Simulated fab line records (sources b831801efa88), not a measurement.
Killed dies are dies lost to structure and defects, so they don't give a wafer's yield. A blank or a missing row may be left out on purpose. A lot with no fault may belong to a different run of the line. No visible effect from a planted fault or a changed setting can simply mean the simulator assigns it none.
The tool behind it: which one?    flow sky130    12 lots, 36 wafers sampled, at 5 steps of a route of 708

WHAT EACH GAUGE READ, for each wafer
SKY_LDD_HVN_TW_MEAS_10.
lot   measured      on             LDD_HVN_TW
L636  day 22 02:46  film-metro-04  1470 1466 1462
L634  day 22 03:04  film-metro-04  1479 1469 1472
L638  day 22 03:39  film-metro-02  1456 1442 1438
L639  day 22 08:59  film-metro-02  1438 1447 1445
L640  day 22 14:41  film-metro-01  1407 1407 1406
L648  day 26 06:38  film-metro-04  1483 1478 1473
L647  day 26 11:05  film-metro-02  1433 1443 1437
L649  day 27 00:05  film-metro-01  1414 1407 1403
L652  day 27 04:14  film-metro-02  1434 1443 1431
L651  day 27 08:54  film-metro-01  1403 1414 1406
L653  day 27 14:33  film-metro-01  1399 1405 1400
L654  day 27 20:05  film-metro-01  1404 1409 1403

SKY_POLY_CUT_CD_MEAS_08: target cd 270 nm.
lot   measured      on         cd-nm (nm)
L636  day 25 22:37  cd-sem-01  268.9 269.3 270.1
L634  day 25 22:35  cd-sem-02  272.8 270.1 271.3
L638  day 25 23:43  cd-sem-02  268.1 266.6 268.2
L639  day 26 04:29  cd-sem-01  268.7 268.8 269.5
L640  day 26 09:53  cd-sem-02  271.2 268.8 269.8
L648  day 29 20:11  cd-sem-02  271.8 270.6 270.0
L647  day 30 03:24  cd-sem-02  271.4 270.7 270.9
L649  day 30 13:43  cd-sem-02  270.6 270.9 269.4
L652  day 30 19:26  cd-sem-01  273.0 272.0 272.5
L651  day 30 23:26  cd-sem-01  269.0 269.5 269.6
L653  day 31 05:37  cd-sem-02  270.3 270.8 271.1
L654  day 31 11:32  cd-sem-01  272.7 274.2 273.5

SKY_SD_N_RS_MEAS_18: the measuring method here is four-point-probe.
lot   measured      on             RES_XHIGH_RS (ohm/sq)
L636  day 29 13:58  film-metro-04  333.7 332.9 335.1
L634  day 29 13:13  film-metro-04  333.8 334.4 334.0
L638  day 29 15:20  film-metro-02  334.5 334.8 334.2
L639  day 29 18:24  film-metro-02  375.7 376.2 376.3
L640  day 30 00:16  film-metro-04  377.6 375.5 377.2
L648  day 33 09:08  film-metro-02  333.6 333.6 333.9
L647  day 33 16:28  film-metro-01  332.2 331.0 331.8
L649  day 33 23:34  film-metro-01  331.6 332.7 332.4
L652  day 34 05:38  film-metro-01  332.5 333.2 333.0
L651  day 34 10:50  film-metro-02  335.3 335.0 335.2
L653  day 34 15:43  film-metro-02  331.2 333.3 333.8
L654  day 34 22:17  film-metro-01  334.9 333.1 333.6

WHAT TOOL EACH LOT RAN ON (gives the tool, then ch and the chambers of the sampled wafers, and finally the start)
lot   SKY_LDD_HVP_STRIP_09                  SKY_RES_XHIGH_IMPLANT_07
L636  plasma-asher-04 ch 0,1, day 23 08:41  implanter-01 ch 0, day 28 08:08
L634  plasma-asher-04 ch 0,1, day 23 09:22  implanter-03 ch 0, day 28 07:31
L638  plasma-asher-02 ch 0,1, day 23 09:38  implanter-01 ch 0, day 28 09:34
L639  plasma-asher-03 ch 0,1, day 23 14:57  implanter-01 ch 0, day 28 13:38
L640  plasma-asher-04 ch 0,1, day 23 20:26  implanter-01 ch 0, day 28 19:19
L648  plasma-asher-02 ch 0,1, day 27 11:11  implanter-04 ch 0, day 32 04:22
L647  plasma-asher-02 ch 0,1, day 27 17:02  implanter-01 ch 0, day 32 13:01
L649  plasma-asher-02 ch 0,1, day 28 03:45  implanter-01 ch 0, day 32 20:38
L652  plasma-asher-03 ch 0,1, day 28 08:36  implanter-04 ch 0, day 33 02:55
L651  plasma-asher-02 ch 0,1, day 28 12:51  implanter-04 ch 0, day 33 07:52
L653  plasma-asher-04 ch 0,1, day 28 18:54  implanter-04 ch 0, day 33 12:42
L654  plasma-asher-03 ch 0,1, day 29 00:14  implanter-04 ch 0, day 33 18:11
- SKY_LDD_HVP_STRIP_09: strips in O2/N2.
- SKY_RES_XHIGH_IMPLANT_07

AS READ BY THE TOOLS THEMSELVES (means over the sampled wafers that have a number; for cases with no such wafer, the mark the record gives instead)
SKY_LDD_HVP_STRIP_09.
lot   tool             drypump-motor-current-A (A)  oes-product-au (a.u.)  strip-time-to-endpoint-s (s)
L636  plasma-asher-04  5.3                          0.406                  4.127
L634  plasma-asher-04  5.2                          0.407                  4.132
L638  plasma-asher-02  5.8                          0.411                  4.152
L639  plasma-asher-03  5.6                          0.410                  4.139
L640  plasma-asher-04  5.5                          0.404                  4.141
L648  plasma-asher-02  5.6                          0.408                  4.136
L647  plasma-asher-02  5.6                          0.406                  4.145
L649  plasma-asher-02  5.6                          0.409                  4.163
L652  plasma-asher-03  5.7                          0.413                  4.143
L651  plasma-asher-02  5.6                          0.405                  4.128
L653  plasma-asher-04  5.3                          0.408                  4.141
L654  plasma-asher-03  5.3                          0.410                  4.141

SKY_RES_XHIGH_IMPLANT_07.
lot   tool          beam-on-s (s)  dose-ions-cm2
L636  implanter-01  38.0           3.598e+14
L634  implanter-03  37.3           3.600e+14
L638  implanter-01  38.1           3.600e+14
L639  implanter-01  33.1           3.085e+14
L640  implanter-01  32.8           3.082e+14
L648  implanter-04  40.0           3.602e+14
L647  implanter-01  38.5           3.599e+14
L649  implanter-01  38.7           3.594e+14
L652  implanter-04  39.7           3.605e+14
L651  implanter-04  40.1           3.597e+14
L653  implanter-04  39.6           3.601e+14
L654  implanter-04  39.2           3.603e+14

THE ANSWER, worked out from the rows above alone
Rule: what is usual is taken from the lots themselves. Put in order of their means at a reading, lots are off if they are a third of the lots or fewer, leave a main group of 4 or more, and stand apart from it by a gap of 3 or more times the standard deviation of the main group's means; of several such gaps the widest counts. If all means in a main group match to the digits the tables above print for the reading, that group is not used. Also off: a lot with no number at a reading for which 4 or more lots have one. The other lots that the step has rows for count as sound. Order of review: gauges by route order, followed by the tools' own readings, for which a lot's mean as printed above is used. At the first step where some lot is off, the reading lying furthest off is the one used; lots without a number count as furthest.
Off: at SKY_SD_N_RS_MEAS_18 (RES_XHIGH_RS), L639, L640. The main group: mean 333.5 ohm/sq, standard deviation 1.
A tool fits if, at a process step before that reading, it ran every lot that is off, and no sound lot after the first of them. The gauges at SKY_SD_N_RS_MEAS_18 aren't tried: what is off there is off at SKY_RES_XHIGH_IMPLANT_07 too, on other tools, and a gauge's error can't cause that. No candidate that was tried fits.

WHAT THE SIMULATOR HAD PUT IN
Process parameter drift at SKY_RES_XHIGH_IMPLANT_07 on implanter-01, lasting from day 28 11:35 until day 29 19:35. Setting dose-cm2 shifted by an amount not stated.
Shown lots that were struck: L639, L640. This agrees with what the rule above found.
